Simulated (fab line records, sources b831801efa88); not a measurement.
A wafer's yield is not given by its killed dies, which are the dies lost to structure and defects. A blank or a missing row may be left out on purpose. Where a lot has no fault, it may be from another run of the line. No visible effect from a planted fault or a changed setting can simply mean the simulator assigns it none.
Matching of chambers -- flow gf180mcu -- rieDiel-04 running GF_STI_ETCH_13: 4 sister chambers
The step etches the open film in CHF3/O2, stops on Si, target depth 282.31 nm, time 112.9 s. 16 wafers are shown with their chamber, then 8 later ones without.

## WAFERS, EACH WITH ITS CHAMBER
wafer,chamber,drypumpMotorCurrentA (A),oesProductAu (a.u.),throttleValvePct (%)
L421.1,2,6.3,0.827,8.803
L421.3,3,6.1,0.831,8.821
L421.4,0,5.7,0.827,8.814
L426.1,0,5.7,0.820,8.812
L426.2,2,6.3,0.822,8.814
L426.4,3,6.1,0.818,8.808
L428.2,1,6.7,0.819,8.801
L428.4,3,6.1,0.811,8.788
L428.5,3,6.1,0.825,8.811
L431.1,2,6.4,0.823,8.812
L431.2,0,5.7,0.820,8.803
L431.4,1,6.7,0.829,8.818
L433.3,2,6.3,0.828,8.816
L433.4,2,6.3,0.818,8.806
L433.6,0,5.7,0.817,8.811
L438.1,3,6.1,0.825,8.822

SIGNATURES, as means of the wafers listed above
reading,chamber 0,chamber 1,chamber 2,chamber 3,scatter within a chamber
drypumpMotorCurrentA,5.700,6.700,6.320,6.100,0.0258
oesProductAu,0.82100,0.82400,0.82360,0.82200,0.00581
throttleValvePct,8.81000,8.80950,8.81020,8.81000,0.00953
Rule: a wafer's distance from a chamber is the root of the sum, over the readings, of the square of ((its reading less the chamber's mean) divided by the reading's scatter). If the next closest chamber is less than 2 further off than the closest, the wafer can't be placed; otherwise it belongs to the closest. How the scatter is found: for the shown wafers, subtract from each reading the mean of its chamber, square and add these, divide the total by (wafers less chambers), then take the root.

## WAFERS WITHOUT THEIR CHAMBER
wafer,drypumpMotorCurrentA (A),oesProductAu (a.u.),throttleValvePct (%)
L438.2,6.3,0.820,8.810
L438.4,6.4,0.829,8.794
L439.3,5.7,0.819,8.815
L439.4,6.1,0.821,8.824
L439.6,6.4,0.815,8.811
L441.1,6.1,0.822,8.811
L441.5,6.7,0.824,8.807
L441.6,5.7,0.818,8.798

## CHAMBER TAKEN BY EACH
wafer,from the rows above,in truth
L438.2,2,2
L438.4,2,2
L439.3,0,0
L439.4,3,3
L439.6,2,2
L441.1,3,3
L441.5,1,1
L441.6,0,0
Correctly placed: 8 of 8. Not placeable from these rows: 0. Number placed wrongly: 0.
